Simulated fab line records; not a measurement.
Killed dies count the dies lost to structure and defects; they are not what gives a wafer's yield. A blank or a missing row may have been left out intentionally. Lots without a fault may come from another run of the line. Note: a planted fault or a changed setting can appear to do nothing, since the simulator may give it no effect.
Chamber matching / flow gf180mcu / pecvd-04 running GF_PASSIVATION_CVD_02: 3 sister chambers
The step deposits Si3N4, target thk 700 nm, time 486.18 s. 6 wafers are shown with their chamber, then 8 later ones without.

## WAFERS PAIRED WITH THEIR CHAMBERS
wafer=L080.3; chamber=0; heater-power-w (W)=799; susceptor-temp-C (C)=400.16
wafer=L080.4; chamber=2; heater-power-w (W)=730; susceptor-temp-C (C)=400.31
wafer=L083.1; chamber=2; heater-power-w (W)=710; susceptor-temp-C (C)=400.15
wafer=L083.3; chamber=1; heater-power-w (W)=539; susceptor-temp-C (C)=399.58
wafer=L083.5; chamber=0; heater-power-w (W)=773; susceptor-temp-C (C)=399.83
wafer=L086.1; chamber=1; heater-power-w (W)=599; susceptor-temp-C (C)=399.81

## WAFERS WHOSE CHAMBER IS MISSING
wafer=L086.2; heater-power-w (W)=726; susceptor-temp-C (C)=399.93
wafer=L086.5; heater-power-w (W)=633; susceptor-temp-C (C)=400.23
wafer=L091.2; heater-power-w (W)=780; susceptor-temp-C (C)=399.86
wafer=L091.3; heater-power-w (W)=537; susceptor-temp-C (C)=400.09
wafer=L091.5; heater-power-w (W)=787; susceptor-temp-C (C)=399.49
wafer=L092.2; heater-power-w (W)=641; susceptor-temp-C (C)=399.79
wafer=L092.4; heater-power-w (W)=522; susceptor-temp-C (C)=400.03
wafer=L092.6; heater-power-w (W)=689; susceptor-temp-C (C)=400.06

## WHICH CHAMBER EACH WENT THROUGH
wafer=L086.2; from the rows above=can't be placed: 2 or 0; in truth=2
wafer=L086.5; from the rows above=can't be placed: 2 or 1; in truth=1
wafer=L091.2; from the rows above=0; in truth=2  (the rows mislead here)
wafer=L091.3; from the rows above=1; in truth=1
wafer=L091.5; from the rows above=can't be placed: 0 or 2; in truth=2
wafer=L092.2; from the rows above=can't be placed: 1 or 2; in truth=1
wafer=L092.4; from the rows above=1; in truth=1
wafer=L092.6; from the rows above=2; in truth=2
Correct placement for 3 of the 8. Can't be placed from these rows: 4 (the true chamber is among the candidates in 4). Wrongly placed: 1.
How it was worked out, from the rows above alone: a wafer's distance from a chamber is the root of the sum, over the readings, of the square of ((its reading less the chamber's mean) divided by the reading's scatter). If the next closest chamber is less than 2 further off than the closest, the wafer can't be placed; otherwise it belongs to the closest. Each chamber's mean is taken over the wafers shown for it. The scatter: take each reading less its chamber's mean, square it, sum over the shown wafers, divide by the number of wafers less the number of chambers, and take the root.
